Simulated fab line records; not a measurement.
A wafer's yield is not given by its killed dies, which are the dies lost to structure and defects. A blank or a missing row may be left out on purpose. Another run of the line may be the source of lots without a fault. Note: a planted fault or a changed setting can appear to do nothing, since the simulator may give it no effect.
fab line records	flow sky130
[record] lots = 6	wafers = 16	lastDay = 50
route steps=708 shown CONTACT@425 METAL1@434 PAD_OPEN@708
lots with no fault: from the same line, run without faults
startH: start of the lot's first displayed wafer, in hours after the record's first day	waitH: hours elapsed since this lot's preceding step	" unchanged from the row above	L1.1+2: a single row standing in for several wafers	- no value present, or no start provided	* or withheld: withheld	< > ~ a bound
route shown NAME@n: a module of which the file shows steps, and the number in the route of the first	usual: mean and standard deviation over wafers with no fault	same: alike in all rows	chamber/n: place in a boat	sites: each site's reading	_std_site: how widely they spread, as a standard deviation	_edge_site: outer sites' mean less inner sites'	radiusMm: how far each site lies from the wafer's centre	mask NAME#n: copy n	behind: the most recent tool/chamber to have shaped the wafer	hold: reason for holding the lot/hours on hold/outcome of the hold	device: which transistor (n, p or np) failed to switch	end of line: the route-end tests of the same wafers	a step with no rows: only its recipe	killed: at the first sort, the dies lost to defects and structure; wafer yield is something else	map: dies across one wafer; x = killed, . = not, _ = none there
set.NAME: the setting that was run; set.NAME@STEP: the one run at that earlier step	model.NAME: the simulator's own value behind a step, which no gauge read
lots seen at some steps along the route; tables by step, rows by wafer
services: a tool's chamber out of use, with start hour (startH, from the record's first day; less than 0 if before it), hours out, and reason
[[steps]]
[step SKY_CONTACT_STRIP_19]
[recipe] chemistry = O2/N2	powerW = 1400	pressureMtorr = 1500	platenTempC = withheld	o2FlowSccm = 3000	n2FlowSccm = 300	overashFraction = 0.5
[usual] drypumpMotorCurrentA = 5.6/0.46	oesProductAu = 0.381/0.005	stripTimeToEndpointS = 3.62/0.035
lot.wafer	tool	chamber	startH	waitH	drypumpMotorCurrentA	oesProductAu	rfHoursCounterH	stripTimeToEndpointS
L891.1	plasmaAsher-03	1	743.20	-	5.3	0.380	93	3.57
L891.2	"	0	"	"	6.4	0.379	93	3.61
L891.3	"	0	"	"	6.5	0.382	-	3.61
L900.1	plasmaAsher-03	1	816.05	-	5.3	0.381	99	3.68
L900.5	"	0	"	"	6.5	0.368	-	3.68
L902.4	plasmaAsher-02	0	829.24	-	5.5	0.383	-	3.65
L902.5	"	0	"	"	5.5	0.382	-	3.63
L906.1	plasmaAsher-03	0	858.62	-	6.5	0.373	103	3.58
L906.3	"	0	"	"	6.5	0.372	-	3.63
L906.6	"	0	"	"	6.5	0.389	-	3.68
L911.1	plasmaAsher-04	1	895.02	-	5.3	0.381	14	3.59
L911.2	"	0	"	"	5.3	0.374	14	3.56
L911.6	"	0	"	"	5.3	0.385	-	3.55
L913.2	plasmaAsher-04	0	904.11	-	5.3	0.379	15	3.59
L913.4	"	1	"	"	5.3	0.384	-	3.70
L913.5	"	1	"	"	5.3	0.377	-	3.62
[step SKY_CONTACT_STRIP_20]
[recipe] chemistry = postEtchResidueRemover	timeS = 1200	tempC = 72.5
[step SKY_CONTACT_CLEAN_21]
[recipe] chemistry = IPA	timeS = 180	tempC = 25
[step SKY_CONTACT_CLEAN_22]
[recipe] chemistry = O3/DIW	dry = n2Spin
[step SKY_CONTACT_SPUTTER_23]
[recipe] material = TiN	targetThkNm = 20	chamberPressurePa = 5	powerW = 4000	timeS = 80
[step SKY_CONTACT_CVD_24]
[recipe] material = W	targetThkNm = 340	timeS = 102.12	tempC = 400	pressureTorr = 40
[usual] heaterPowerW = 854/75
lot.wafer	tool	chamber	startH	waitH	heaterPowerW
L891.1	cvdW-01	1	743.87	0.0	768
L891.2	"	0	"	"	909
L891.3	"	1	"	"	781
L900.1	cvdW-01	1	816.75	0.0	769
L900.5	"	0	"	"	886
L902.4	cvdW-01	1	829.89	0.0	767
L902.5	"	1	"	"	791
L906.1	cvdW-01	1	859.27	0.0	772
L906.3	"	0	"	"	894
L906.6	"	0	"	"	867
L911.1	cvdW-01	0	895.71	0.0	896
L911.2	"	1	"	"	765
L911.6	"	1	"	"	779
L913.2	cvdW-02	1	904.80	0.0	1017
L913.4	"	0	"	"	809
L913.5	"	0	"	"	818
[step SKY_CONTACT_RS_MEAS_25]
[recipe] thkMeasGauge = four-point-probe	reads = W_of_CONTACT_CVD_24+TiN_of_CONTACT_SPUTTER_23
[usual] CONTACT_W_RS = 0.339/0.0054
lot.wafer	tool	chamber	startH	waitH	CONTACT_W_RS[ohm/sq]
L891.1	filmMetro-01	-	743.98	0.1	0.344
L891.2	"	-	"	"	0.336
L891.3	"	-	"	"	0.342
L900.1	filmMetro-04	-	816.86	0.1	0.344
L900.5	"	-	"	"	0.336
L902.4	filmMetro-01	-	830.03	0.1	0.353
L902.5	"	-	"	"	0.350
L906.1	filmMetro-02	-	859.38	0.1	0.346
L906.3	"	-	"	"	0.336
L906.6	"	-	"	"	0.337
L911.1	filmMetro-02	-	895.82	0.1	0.338
L911.2	"	-	"	"	0.346
L911.6	"	-	"	"	0.345
L913.2	filmMetro-02	-	904.93	0.1	0.340
L913.4	"	-	"	"	0.337
L913.5	"	-	"	"	0.337
[step SKY_CONTACT_THK_MEAS_26]
[recipe] thkMeasGauge = xrf	reads = W_of_CONTACT_CVD_24
[usual] CONTACT_W_THK = 328/5.6
lot.wafer	tool	chamber	startH	waitH	CONTACT_W_THK[nm]
L891.1	filmMetro-01	-	744.10	0.1	325
L891.2	"	-	"	"	335
L891.3	"	-	"	"	327
L900.1	filmMetro-04	-	816.98	0.1	324
L900.5	"	-	"	"	331
L902.4	filmMetro-01	-	830.12	0.1	315
L902.5	"	-	"	"	318
L906.1	filmMetro-02	-	859.50	0.1	320
L906.3	"	-	"	"	328
L906.6	"	-	"	"	325
L911.1	filmMetro-02	-	895.94	0.1	325
L911.2	"	-	"	"	321
L911.6	"	-	"	"	321
L913.2	filmMetro-02	-	905.04	0.1	326
L913.4	"	-	"	"	327
L913.5	"	-	"	"	327
[step SKY_CONTACT_CMP_27]
[recipe] stopOn = SiO2	tOverpolishS = 15	downForcePsi = 3.5	platenRpm = 60	targetThkNm = 0	padVelocityMS = 0.94248
[usual] edgeZonePressureFrac = 1.000/0.0051	motorCurrentA = 10.6/0.77	overpolishRunS = 15.000/0.0083	timeToEndpointS = 84/4
lot.wafer	tool	chamber	startH	waitH	edgeZonePressureFrac	motorCurrentA	overpolishRunS	timeToEndpointS
L891.1	cmp-01	2	744.16	0.1	0.996	10.1	14.989	88
L891.3	"	3	"	"	0.996	11.1	14.994	85
L891.2	"	1	"	"	0.990	9.6	14.980	87
L900.1	cmp-01	1	817.04	0.1	0.998	9.3	15.003	82
L900.5	"	2	"	"	0.999	9.5	15.009	89
L902.4	cmp-01	2	830.20	0.1	1.001	9.6	14.979	83
L902.5	"	2	"	"	1.005	10.1	15.000	85
L906.1	cmp-01	3	859.61	0.1	1.001	10.8	14.998	78
L906.3	"	0	"	"	0.994	11.8	15.017	80
L906.6	"	2	"	"	1.002	10.1	15.007	83
L911.2	cmp-02	2	896.05	0.1	1.006	11.2	15.013	77
L911.1	"	0	"	"	0.999	10.4	15.020	74
L911.6	"	2	"	"	1.002	11.1	15.006	81
L913.2	cmp-02	0	905.14	0.1	0.996	9.8	14.996	78
L913.4	"	1	"	"	0.998	11.2	15.008	86
L913.5	"	0	"	"	1.000	9.2	15.018	81
[step SKY_METAL1_SPUTTER_00]
[recipe] material = Ti	targetThkNm = 15	powerW = 3000	timeS = 10	chamberPressurePa = 0.4
[step SKY_METAL1_SPUTTER_01]
[recipe] material = TiN	targetThkNm = 20	powerW = 6500	timeS = 16.7	chamberPressurePa = 0.4
[step SKY_METAL1_SPUTTER_02]
[recipe] material = AlCu	targetThkNm = 250	powerW = 10600	timeS = 13.3	chamberPressurePa = 0.4
[usual] cathodeDcPowerW = 10600/1.9	throttleValvePct = 30.0/0.91
lot.wafer	tool	chamber	startH	waitH	cathodeDcPowerW	throttleValvePct
L891.1	pvdSputter-03	-	744.51	0.0	10601	29.1
L891.2	"	-	"	"	10604	31.0
L891.3	"	-	"	"	10599	30.0
L900.1	pvdSputter-03	-	817.39	0.0	10602	30.2
L900.5	"	-	"	"	10599	31.3
L902.4	pvdSputter-03	-	830.50	0.0	10600	29.4
L902.5	"	-	"	"	10602	30.2
L906.1	pvdSputter-02	-	859.91	0.0	10600	30.8
L906.3	"	-	"	"	10597	29.3
L906.6	"	-	"	"	10601	31.1
L911.1	pvdSputter-03	-	896.35	0.0	10600	29.6
L911.2	"	-	"	"	10596	31.2
L911.6	"	-	"	"	10601	29.2
L913.2	pvdSputter-01	-	905.44	0.0	10599	29.6
L913.4	"	-	"	"	10600	29.3
L913.5	"	-	"	"	10601	28.6
[step SKY_METAL1_SPUTTER_03]
[recipe] material = Ti	targetThkNm = 5	powerW = 3000	timeS = 3.3	chamberPressurePa = 0.4
[usual] cathodeDcPowerW = 3000.0/0.58	throttleValvePct = 30.0/0.93
lot.wafer	tool	chamber	startH	waitH	cathodeDcPowerW	throttleValvePct	model.Ti_of_METAL1_SPUTTER_03.thkNm
L891.1	pvdSputter-03	-	744.53	0.0	2999.6	29.1	4.669
L891.2	"	-	"	"	3001.1	31.5	4.851
L891.3	"	-	"	"	2999.3	30.3	4.977
L900.1	pvdSputter-03	-	817.41	0.0	3000.5	30.1	6.397
L900.5	"	-	"	"	2999.3	31.5	6.495
L902.4	pvdSputter-03	-	830.52	0.0	2999.8	29.9	4.972
L902.5	"	-	"	"	2999.9	30.3	6.486
L906.1	pvdSputter-02	-	859.93	0.0	2999.9	30.8	5.01
L906.3	"	-	"	"	3000.6	29.3	5.028
L906.6	"	-	"	"	2999.6	31.2	4.929
L911.1	pvdSputter-03	-	896.37	0.0	2999.4	29.9	5.196
L911.2	"	-	"	"	3000.0	31.1	5.279
L911.6	"	-	"	"	3000.0	28.9	5.022
L913.2	pvdSputter-01	-	905.46	0.0	2999.9	29.3	5.071
L913.4	"	-	"	"	2999.9	28.9	5.062
L913.5	"	-	"	"	3000.1	29.0	5.349
[step SKY_METAL1_SPUTTER_04]
[recipe] material = TiN	targetThkNm = 70	powerW = 6500	timeS = 58.3	chamberPressurePa = 0.4
[usual] cathodeDcPowerW = 6500.0/1.2	throttleValvePct = 30.0/0.94
lot.wafer	tool	chamber	startH	waitH	cathodeDcPowerW	throttleValvePct
L891.1	pvdSputter-03	-	744.55	0.0	6499.5	29.0
L891.2	"	-	"	"	6499.6	31.3
L891.3	"	-	"	"	6499.0	30.3
L900.1	pvdSputter-03	-	817.43	0.0	6503.0	30.1
L900.5	"	-	"	"	6500.5	31.4
L902.4	pvdSputter-03	-	830.54	0.0	6500.8	29.8
L902.5	"	-	"	"	6500.3	30.1
L906.1	pvdSputter-02	-	859.95	0.0	6499.9	31.0
L906.3	"	-	"	"	6501.3	29.2
L906.6	"	-	"	"	6500.1	31.3
L911.1	pvdSputter-03	-	896.39	0.0	6500.5	30.0
L911.2	"	-	"	"	6499.5	31.2
L911.6	"	-	"	"	6499.9	29.2
L913.2	pvdSputter-01	-	905.48	0.0	6498.2	29.6
L913.4	"	-	"	"	6500.5	29.4
L913.5	"	-	"	"	6499.0	28.8
[step SKY_PAD_OPEN_PROBE_99]
[usual] defectLimitedYield = 82.9/1.7	killed_at_M0_to_M3 = 42/6.1	killed_at_M4_up = 3.4/2	killedAtContacts = 23/4.8	killedAtFrontEnd = 15/3.8	killedAtOther = 0.3/0.48	killedDies = 84/8.5	killedOnRim = 16/3.9	killedOpen = 46/6.8	killedShort = 38/6.2	sort_bin_3_pad_short = 0.8/0.42	sort_bin_5_function = 10.1/1.4	sort_bin_6_memory = 6.2/0.99	sortNPass = 408/8.5	sortYieldPct = 82.9/1.7
[same] grossDies = 492	killedAtBackSide = 0	sort_bin_4_leakage[%] = 0	sort_bin_8_speed[%] = 0
lot.wafer	tool	chamber	startH	waitH	defectLimitedYield[%]	killed_at_M0_to_M3	killed_at_M4_up	killedAtContacts	killedAtFrontEnd	killedAtOther	killedDies	killedOnRim	killedOpen	killedShort	sort_bin_3_pad_short[%]	sort_bin_5_function[%]	sort_bin_6_memory[%]	sortNPass	sortYieldPct[%]
L891.1	prober-02	-	1083.64	0.1	81.1	52	5	17	19	0	93	26	50	42	0.4	10.4	8.1	399	81.1
L891.2	prober-02	-	1083.69	0.1	82.5	53	3	15	15	0	86	14	42	44	0.6	10.0	6.9	406	82.5
L891.3	prober-02	-	1083.74	0.2	80.7	46	2	31	16	0	95	20	55	39	1.2	10.2	7.9	397	80.7
L900.1	prober-01	-	1140.59	0.1	82.9	42	8	19	15	0	84	17	42	42	1.0	11.4	4.7	408	82.9
L900.5	prober-01	-	1140.79	0.2	86.0	31	2	23	13	0	69	14	41	28	0.4	7.9	5.7	423	86.0
L906.1	prober-01	-	1171.04	0.1	82.3	44	4	26	13	0	87	20	51	36	0.4	11.2	6.1	405	82.3
L906.3	prober-01	-	1171.14	0.2	82.1	50	2	24	11	1	88	21	43	45	0.8	10.8	6.3	404	82.1
L906.6	prober-01	-	1171.29	0.2	82.1	48	2	22	15	1	88	10	44	43	1.8	10.6	5.5	404	82.1
// killed by level:class
L891.1 VIA1:geometricParticle:short=11 VIA1:geometricParticle:open=8 VIA2:geometricParticle:open=8 FIELD_ISO:geometricParticle:open=7 CONTACT:geometricParticle:open=7 METAL2:geometricParticle:short=6 VIA3:geometricParticle:open=6 LI_CONTACT:geometricParticle:open=5
L891.2 VIA3:geometricParticle:open=9 VIA1:geometricParticle:open=9 VIA2:geometricParticle:open=7 CONTACT:geometricParticle:open=6 METAL2:geometricParticle:short=6 METAL1:geometricParticle:short=5 VIA3:geometricParticle:short=5 FIELD_ISO:geometricParticle:short=4
L891.3 CONTACT:geometricParticle:open=15 VIA1:geometricParticle:open=11 VIA3:geometricParticle:open=8 VIA2:geometricParticle:open=7 FIELD_ISO:geometricParticle:short=6 LI_CONTACT:geometricParticle:short=5 LI_CONTACT:geometricParticle:open=4 LOCAL_INTERCONNECT:geometricParticle:short=4
L900.1 LI_CONTACT:geometricParticle:open=9 VIA1:geometricParticle:open=6 METAL4:geometricParticle:short=6 CONTACT:geometricParticle:open=6 METAL1:geometricParticle:short=6 VIA2:geometricParticle:short=6 VIA2:geometricParticle:open=6 FIELD_ISO:geometricParticle:short=5
L900.5 VIA1:geometricParticle:open=11 CONTACT:geometricParticle:open=10 LI_CONTACT:geometricParticle:open=5 VIA2:geometricParticle:open=5 POLY_GATE:geometricParticle:short=4 METAL2:geometricParticle:short=4 LOCAL_INTERCONNECT:geometricParticle:short=3 METAL1:geometricParticle:short=3
L906.1 CONTACT:geometricParticle:open=10 LI_CONTACT:geometricParticle:open=6 VIA2:geometricParticle:short=6 VIA2:geometricParticle:open=6 VIA3:geometricParticle:open=6 CONTACT:geometricParticle:short=5 FIELD_ISO:geometricParticle:open=4 METAL2:geometricParticle:open=4
L906.3 CONTACT:geometricParticle:open=9 VIA3:geometricParticle:open=9 VIA1:geometricParticle:open=8 LI_CONTACT:geometricParticle:open=7 METAL1:geometricParticle:short=7 METAL2:geometricParticle:short=7 VIA1:geometricParticle:short=6 VIA2:geometricParticle:open=5
L906.6 VIA1:geometricParticle:open=9 VIA2:geometricParticle:open=9 CONTACT:geometricParticle:open=7 METAL1:geometricParticle:short=7 VIA3:geometricParticle:short=7 LI_CONTACT:geometricParticle:open=6 METAL2:geometricParticle:short=5 LI_CONTACT:geometricParticle:short=5
[[services]]
tool	chamber	startH	hours	kind
cmp-01	-	721.88	2.1	repair
pvdSputter-03	-	727.53	9.2	repair
plasmaAsher-04	-	733.75	9.0	pm
plasmaAsher-04	0	733.75	9.0	ventCycle
plasmaAsher-04	1	733.75	9.0	ventCycle
cmp-02	-	744.00	4.0	pm
cvdW-01	1	748.42	14.6	repair
plasmaAsher-04	-	750.63	6.0	repair
cmp-01	-	754.79	1.3	repair
plasmaAsher-03	-	768.12	8.2	repair
cvdW-02	-	776.91	1.5	repair
plasmaAsher-03	-	783.98	2.8	pm
cmp-02	-	790.68	0.4	repair
cmp-01	-	802.97	4.3	repair
cmp-02	-	815.23	2.9	pm
cmp-02	-	844.32	3.1	repair
cmp-01	-	853.38	0.8	repair
cmp-01	-	860.90	0.3	repair
cvdW-01	1	870.33	4.2	repair
cvdW-02	-	890.33	4.3	pm
plasmaAsher-03	-	899.40	1.0	repair
cvdW-01	-	904.00	14.0	pm
cvdW-01	0	904.00	14.0	ventCycle
cvdW-01	1	904.00	14.0	ventCycle
[[key]]
firstSign none at tools or gauges
[modelEffect] step = SKY_METAL1_SPUTTER_03	value = Ti_of_METAL1_SPUTTER_03.thkNm	without = 5.043	struck = 6.459
metAt SKY_METAL1_SPUTTER_03
struckWafers L900.1,L900.5,L902.5
onsetBetween 744.53 817.41
[fault] kind = processParameterDrift	tool = pvdSputter-03	chamber = -	onsetH = 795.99	steps = SKY_METAL1_SPUTTER_03	channel = targetThkNm	offset = 1.4163	shape = step	endH = 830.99	scope = struckWafersOnly	actsIn = theseRecipesOnly	stated = 5
